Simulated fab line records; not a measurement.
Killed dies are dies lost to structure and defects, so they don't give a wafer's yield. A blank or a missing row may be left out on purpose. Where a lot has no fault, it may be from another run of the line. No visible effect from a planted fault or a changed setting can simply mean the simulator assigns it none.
Which tool did it? -- flow gf180mcu -- 36 wafers from 12 lots sampled at 5 of the route's 602 steps

WHAT EACH GAUGE READ, for each wafer
GF_V4_BOW_MEAS_05. Usual: V4_BOW gives 136 um (standard deviation 8.7).
lot,measured,on,V4_BOW (um),flag
L221,day 24 09:29,filmMetro-02,117 137 129,
L223,day 24 16:59,filmMetro-04,120 124 129,
L224,day 25 02:48,filmMetro-04,136 144 123,
L225,day 25 09:17,filmMetro-02,156 150 150,
L226,day 26 01:20,filmMetro-04,135 125 134,
L229,day 26 21:31,filmMetro-04,132 129 129,
L235,day 28 08:44,filmMetro-03,136 135 135,
L239,day 29 16:01,filmMetro-02,146 140 149 - - -,
L240,day 29 18:27,filmMetro-04,156 171 149 - - -,
L241,day 30 00:07,filmMetro-04,146 148 137,
L242,day 30 06:13,filmMetro-02,122 118 133,
L243,day 30 11:50,filmMetro-02,138 132 138,

WHICH TOOL RAN EACH LOT (tool, then ch and the chambers of the sampled wafers, then the start)
lot,GF_V3_STRIP_18,GF_M4_SPUTTER_00,GF_M4_SPUTTER_03,GF_V4_CMP_04
L221,"plasmaAsher-01 ch 0,1, day 23 07:21","pvdSputter-02, day 23 08:34","pvdSputter-02, day 23 08:44","cmp-02 ch 1,2,3, day 24 09:19"
L223,"plasmaAsher-01 ch 0, day 23 16:19","pvdSputter-01, day 23 17:33","pvdSputter-01, day 23 17:43","cmp-01 ch 0,1, day 24 16:43"
L224,"plasmaAsher-02 ch 0,1, day 24 02:40","pvdSputter-03, day 24 03:56","pvdSputter-03, day 24 04:06","cmp-01 ch 1,2,3, day 25 02:30"
L225,"plasmaAsher-02 ch 0,1, day 24 08:56","pvdSputter-03, day 24 10:07","pvdSputter-03, day 24 10:17","cmp-01 ch 0,1,3, day 25 08:57"
L226,"plasmaAsher-02 ch 0,1, day 25 00:58","pvdSputter-01, day 25 02:12","pvdSputter-01, day 25 02:22","cmp-02 ch 0,1,3, day 26 01:05"
L229,"plasmaAsher-02 ch 0,1, day 25 21:37","pvdSputter-02, day 25 22:50","pvdSputter-02, day 25 23:00","cmp-02 ch 1,2, day 26 21:13"
L235,"plasmaAsher-01 ch 0,1, day 27 10:14","pvdSputter-01, day 27 11:29","pvdSputter-01, day 27 11:38","cmp-01 ch 1,2, day 28 08:26"
L239,"plasmaAsher-01 ch 0, day 28 17:50","pvdSputter-03, day 28 19:11","pvdSputter-03, day 28 19:21","cmp-02 ch 1,2,3, day 29 15:46"
L240,"plasmaAsher-01 ch 0,1, day 28 20:37","pvdSputter-03, day 28 21:51","pvdSputter-03, day 28 22:01","cmp-01 ch 1,2, day 29 18:09"
L241,"plasmaAsher-02 ch 0,1, day 29 02:44","pvdSputter-01, day 29 03:56","pvdSputter-01, day 29 04:05","cmp-02 ch 1,3, day 29 23:46"
L242,"plasmaAsher-02 ch 0,1, day 29 08:07","pvdSputter-03, day 29 09:20","pvdSputter-03, day 29 09:30","cmp-01 ch 0,1, day 30 05:54"
L243,"plasmaAsher-01 ch 0,1, day 29 14:32","pvdSputter-02, day 29 15:43","pvdSputter-02, day 29 15:53","cmp-01 ch 0,1,2, day 30 11:35"
- GF_V3_STRIP_18: strips in O2/N2.
- GF_M4_SPUTTER_00: material Ti, target thk 37.5 nm, time 150 s.
- GF_M4_SPUTTER_03: material Ti, target thk 10 nm, time 6.7 s.
- GF_V4_CMP_04: polishes SiO2.

WHAT THE TOOLS THEMSELVES READ (means of the sampled wafers that have a number; where no wafer has one, the mark that the record gives instead)
GF_V3_STRIP_18. Usual: drypumpMotorCurrentA 5.5 A, standard deviation 0.5; heaterPowerW 308 W, standard deviation 13; oesProductAu 0.591 a.u., standard deviation 0.0049.
lot,tool,drypumpMotorCurrentA (A),heaterPowerW (W),oesProductAu (a.u.),flag
L221,plasmaAsher-01,5.6,306,0.591,
L223,plasmaAsher-01,5.8,308,0.589,
L224,plasmaAsher-02,5.5,307,0.591,
L225,plasmaAsher-02,5.2,311,0.592,
L226,plasmaAsher-02,5.5,308,0.593,
L229,plasmaAsher-02,5.5,307,0.592,
L235,plasmaAsher-01,5.3,303,0.593,
L239,plasmaAsher-01,5.8,306,0.588,
L240,plasmaAsher-01,5.3,299,0.587,
L241,plasmaAsher-02,5.2,315,0.593,
L242,plasmaAsher-02,5.2,315,0.586,
L243,plasmaAsher-01,5.6,309,0.588,

GF_M4_SPUTTER_00. Usual: chamberPressurePa 2.001 Pa, standard deviation 0.0038; throttleValvePct 29.9 %, standard deviation 1.2.
lot,tool,chamberPressurePa (Pa),throttleValvePct (%),flag
L221,pvdSputter-02,1.999,30.9,
L223,pvdSputter-01,1.999,30.1,
L224,pvdSputter-03,1.999,29.3,
L225,pvdSputter-03,2.003,29.4,
L226,pvdSputter-01,2.001,28.9,
L229,pvdSputter-02,1.999,31.5,
L235,pvdSputter-01,2.002,28.6,
L239,pvdSputter-03,1.996,29.9,
L240,pvdSputter-03,2.001,29.7,
L241,pvdSputter-01,2.001,29.3,
L242,pvdSputter-03,2.005,30.3,
L243,pvdSputter-02,2.003,30.6,

GF_M4_SPUTTER_03. Usual: chamberPressurePa 0.2999 Pa, standard deviation 0.00059; throttleValvePct 29.9 %, standard deviation 1.2.
lot,tool,chamberPressurePa (Pa),throttleValvePct (%),flag
L221,pvdSputter-02,0.3006,30.6,
L223,pvdSputter-01,0.3002,30.1,
L224,pvdSputter-03,0.2990,29.1,
L225,pvdSputter-03,0.3000,29.5,
L226,pvdSputter-01,0.3001,28.9,
L229,pvdSputter-02,0.2994,31.4,
L235,pvdSputter-01,0.3003,28.6,
L239,pvdSputter-03,0.2999,29.7,
L240,pvdSputter-03,0.2999,29.8,
L241,pvdSputter-01,0.2998,29.4,
L242,pvdSputter-03,0.2993,30.2,
L243,pvdSputter-02,0.3005,30.7,

GF_V4_CMP_04. Usual: edgeZonePressureFrac 0.999, standard deviation 0.0048; headPressurePsi 4.000 psi, standard deviation 0.008; motorCurrentA 12.9 A, standard deviation 1.3; platenRpm 59.99 rpm, standard deviation 0.038; retainingRingPressureFrac 1.000, standard deviation 0.0051; timeToEndpointS 82 s, standard deviation 6.7.
lot,tool,edgeZonePressureFrac,headPressurePsi (psi),motorCurrentA (A),platenRpm (rpm),retainingRingPressureFrac,timeToEndpointS (s),flag
L221,cmp-02,1.004,3.996,11.7,59.98,1.001,85,
L223,cmp-01,1.001,3.999,14.0,59.96,1.001,86,
L224,cmp-01,1.001,4.001,12.8,59.99,1.002,70,
L225,cmp-01,0.999,4.002,13.2,60.01,1.002,80,
L226,cmp-02,1.002,3.994,12.0,59.99,0.999,83,
L229,cmp-02,1.001,4.008,11.9,59.99,1.002,76,
L235,cmp-01,1.000,3.994,12.9,59.98,0.999,86,
L239,cmp-02,-,-,-,-,-,-,OFF
L240,cmp-01,-,-,-,-,-,-,OFF
L241,cmp-02,0.998,4.004,11.0,59.99,1.006,86,
L242,cmp-01,0.997,3.996,13.3,59.99,1.000,83,
L243,cmp-01,0.996,4.011,13.8,59.97,1.005,88,

THE ANSWER, worked out from the rows above alone
Rule: take the mean of a lot's wafers that have a number; if it is more than 3 standard deviations from the usual mean, the lot is off. A lot without any number at a reading at which 4 lots or more have one is off too. Where the step has rows for the other lots, those lots are counted as sound. Order of review: gauges by route order, followed by the tools' own readings, for which a lot's mean as printed above is used. The first step at which some lot is off is used, and at that step the reading that is off furthest; a lot without a number counts as furthest.
Off at GF_V4_CMP_04 (edgeZonePressureFrac): L239, L240. Without a number there: L239, L240.
A tool fits if, at that step or a process step before it, it ran every lot that is off, and no sound lot after the first of them. Of those tried, none fits.

WHAT THE SIMULATOR HAD PUT IN
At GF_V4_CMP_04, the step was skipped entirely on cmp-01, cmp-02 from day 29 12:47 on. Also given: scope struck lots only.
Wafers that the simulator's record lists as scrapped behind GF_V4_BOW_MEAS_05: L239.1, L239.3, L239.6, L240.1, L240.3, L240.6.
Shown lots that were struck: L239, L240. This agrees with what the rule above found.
